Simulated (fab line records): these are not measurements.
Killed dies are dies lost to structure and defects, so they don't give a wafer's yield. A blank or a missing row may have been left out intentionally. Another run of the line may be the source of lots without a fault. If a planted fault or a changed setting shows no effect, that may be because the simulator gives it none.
Struck lot and sound lot, side by side || flow sky130 || 15 out of 708 route steps
Sound: these wafers, L427.2, L427.3, L427.4. Struck: wafers L438.1, L438.6 (left out: L438.2, a lot-mate that was not struck); the cause follows at the end.
Each step with rows lists, per side, the tool, then ch with its chambers, then its first start. Under that, the readings that differ: sound wafers || struck wafers || difference of the means || sigmas: that difference in standard deviations of wafers without a fault.
alike: a reading whose means differ by less than 2 such deviations, as well as words and numbers matching on both sides. not compared: withheld readings; readings where some wafer has no value; bounds like >300 that might hide an equal value; numbers whose values overlap and for which the record gives no deviation.
Wherever a step has rows on one side only, a row that says differs or no value, or a row with sigmas, the two part there. Non-overlapping numbers with no deviation appear without sigmas and do not part them. A reading missing from all wafers of one side parts the sides only when that side holds two or more wafers.

first, 5 steps without rows for these wafers: SKY_VIA4_STRIP_13 (strips in O2/N2); SKY_VIA4_STRIP_14 (strips in post etch residue remover, time 1200 s); SKY_VIA4_CLEAN_15 (cleans in IPA, time 180 s); SKY_VIA4_CLEAN_16 (cleans in O3/DIW); SKY_VIA4_SPUTTER_17 (material TiN, target thk 20 nm, time 80 s).
SKY_VIA4_CVD_18: deposits W, target thk 505 nm, time 152.14 s.
  sound on cvd-w-01 ch 0,1, day 45 20:08; struck on cvd-w-02 ch 0, day 48 10:54
{"reading": "heater-power-w (W)", "sound": "969 961 976", "struck": "822 826", "difference": -145, "sigmas": -2}
  alike: susceptor-temp-C
SKY_VIA4_RS_MEAS_19: a four-point-probe measurement.
  sound on film-metro-04, day 45 20:19; struck on film-metro-03, day 48 11:04
  alike: VIA4_W_RS
SKY_VIA4_THK_MEAS_20: measures by xrf.
  sound on film-metro-04, day 45 20:25; struck on film-metro-03, day 48 11:11
  alike: VIA4_W_THK
SKY_VIA4_CMP_21: polishes, stops on SiO2, t overpolish 25 s, target thk 0 nm.
  sound on cmp-02 ch 0,1,2, day 45 20:35; struck on cmp-01 ch 0,1, day 48 11:31
  alike: motor-current-A, overpolish-run-s, slurry-filter-dp-kPa, time-to-endpoint-s
SKY_METAL5_SPUTTER_00: material Ti, target thk 15 nm, time 10 s.
  sound on pvd-sputter-04, day 45 20:53; struck on pvd-sputter-03, day 48 11:49
  alike: cathode-dc-power-W, throttle-valve-pct
then, 1 step without rows for these wafers: SKY_METAL5_SPUTTER_01 (material TiN, target thk 20 nm, time 16.7 s).
SKY_METAL5_SPUTTER_02: material AlCu, target thk 1150 nm, time 61.2 s.
  sound on pvd-sputter-04, day 45 20:56; struck on pvd-sputter-03, day 48 11:52
  alike: cathode-dc-power-W, throttle-valve-pct
SKY_METAL5_SPUTTER_03: material Ti, target thk 5 nm, time 3.3 s.
  sound on pvd-sputter-04, day 45 20:59; struck on pvd-sputter-03, day 48 11:55
{"reading": "cathode-dc-power-W (W)", "sound": "3001.0 3000.3 2999.7", "struck": "2642.6 2643.7", "difference": -357.2, "sigmas": "-99 or more"}
{"reading": "model.Ti_of_METAL5_SPUTTER_03.thk-nm (nm)", "sound": "4.79 5.004 4.798", "struck": "4.477 4.516", "difference": -0.367, "sigmas": ""}
  alike: throttle-valve-pct
SKY_METAL5_SPUTTER_04: material TiN, target thk 70 nm, time 58.3 s.
  sound on pvd-sputter-04, day 45 21:01; struck on pvd-sputter-03, day 48 11:56
  alike: cathode-dc-power-W, throttle-valve-pct
next, for these wafers, 1 step has no rows: SKY_PAD_OPEN_PROBE_99.

## WHERE THEY PART
First at SKY_VIA4_CVD_18; last, within this record, at SKY_METAL5_SPUTTER_03. Later steps at which nothing parts them and some readings are alike: SKY_METAL5_SPUTTER_04.

WHY: what had been put in by the simulator
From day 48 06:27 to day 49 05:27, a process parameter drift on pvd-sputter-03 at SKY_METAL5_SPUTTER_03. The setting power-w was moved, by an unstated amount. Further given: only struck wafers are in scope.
